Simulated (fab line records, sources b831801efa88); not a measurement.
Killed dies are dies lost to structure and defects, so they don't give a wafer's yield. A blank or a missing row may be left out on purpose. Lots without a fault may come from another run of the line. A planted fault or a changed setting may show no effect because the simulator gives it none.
Which tool did it? | flow gf180mcu | 13 lots, 39 wafers sampled, at 2 steps of a route of 602

WHAT THE GAUGES READ, wafer by wafer
GF_V1_RS_MEAS_24: measures by four-point-probe.
lot  | measured     | on            | V1_W_RS (ohm/sq)
L201 | day 18 11:25 | film_metro-02 | 0.332 0.330 0.332
L203 | day 19 00:20 | film_metro-02 | 0.335 0.323 0.335
L204 | day 19 14:08 | film_metro-03 | 0.335 0.327 0.329
L209 | day 21 15:25 | film_metro-03 | 0.334 0.333 0.335
L210 | day 21 22:51 | film_metro-02 | 0.331 0.325 0.332
L214 | day 23 11:31 | film_metro-01 | 0.330 0.326 0.328
L216 | day 24 11:55 | film_metro-02 | 0.330 0.334 0.331
L217 | day 24 21:30 | film_metro-03 | 0.329 0.332 0.330
L218 | day 24 22:27 | film_metro-01 | 0.325 0.328 0.325
L219 | day 24 23:46 | film_metro-02 | 0.327 0.325 0.322
L220 | day 25 09:45 | film_metro-02 | 0.330 0.326 0.327
L221 | day 25 15:43 | film_metro-01 | 0.326 0.327 0.323
L223 | day 26 05:50 | film_metro-03 | 0.335 0.337 0.336

WHICH TOOL RAN EACH LOT (tool, then ch and the chambers of the sampled wafers, then the start)
lot  | GF_V1_CVD_23
L201 | cvd_w-01 ch 0, day 18 11:17
L203 | cvd_w-01 ch 0,1, day 19 00:13
L204 | cvd_w-01 ch 0,1, day 19 14:01
L209 | cvd_w-02 ch 0,1, day 21 15:17
L210 | cvd_w-01 ch 0,1, day 21 22:44
L214 | cvd_w-02 ch 0,1, day 23 11:24
L216 | cvd_w-02 ch 0,1, day 24 11:47
L217 | cvd_w-01 ch 0,1, day 24 21:23
L218 | cvd_w-01 ch 0,1, day 24 22:20
L219 | cvd_w-01 ch 0,1, day 24 23:38
L220 | cvd_w-01 ch 1, day 25 09:37
L221 | cvd_w-02 ch 0,1, day 25 15:36
L223 | cvd_w-02 ch 0,1, day 26 05:44
- GF_V1_CVD_23: deposits W, target thk 350 nm, time 105.05 s.

WHAT THE TOOLS THEMSELVES READ (means of the sampled wafers that have a number; where no wafer has one, the mark that the record gives instead)
GF_V1_CVD_23.
lot  | tool     | chamber_pressure_Torr (Torr) | heater_power_outer_w (W) | heater_power_w (W)
L201 | cvd_w-01 | 39.96                        | 458                      | 748
L203 | cvd_w-01 | 39.93                        | 476                      | 807
L204 | cvd_w-01 | 40.00                        | 506                      | 858
L209 | cvd_w-02 | 40.00                        | 497                      | 820
L210 | cvd_w-01 | 39.96                        | 485                      | 799
L214 | cvd_w-02 | 40.02                        | 505                      | 848
L216 | cvd_w-02 | 39.99                        | 498                      | 827
L217 | cvd_w-01 | 39.89                        | 487                      | 809
L218 | cvd_w-01 | 39.93                        | 514                      | 844
L219 | cvd_w-01 | 40.04                        | 494                      | 809
L220 | cvd_w-01 | 39.96                        | 527                      | 887
L221 | cvd_w-02 | 39.92                        | 494                      | 841
L223 | cvd_w-02 | 40.04                        | 505                      | 835

THE ANSWER, worked out from the rows above alone
Rule: what is usual is taken from the lots themselves. Put in order of their means at a reading, lots are off if they are a third of the lots or fewer, leave a main group of 4 or more, and stand apart from it by a gap of 3 or more times the standard deviation of the main group's means; of several such gaps the widest counts. A main group whose means are all the same, to the digits that the tables above print for the reading, isn't used. A lot without any number at a reading at which 4 lots or more have one is off too. The other lots that the step has rows for count as sound. The gauges are gone through in route order, then the tools' own readings, and for those a lot's mean is taken as printed above. The first step at which some lot is off is used, and at that step the reading that is off furthest; a lot without a number counts as furthest.
No lot is off at any reading shown: from this, nothing can be told.

WHAT THE SIMULATOR HAD PUT IN
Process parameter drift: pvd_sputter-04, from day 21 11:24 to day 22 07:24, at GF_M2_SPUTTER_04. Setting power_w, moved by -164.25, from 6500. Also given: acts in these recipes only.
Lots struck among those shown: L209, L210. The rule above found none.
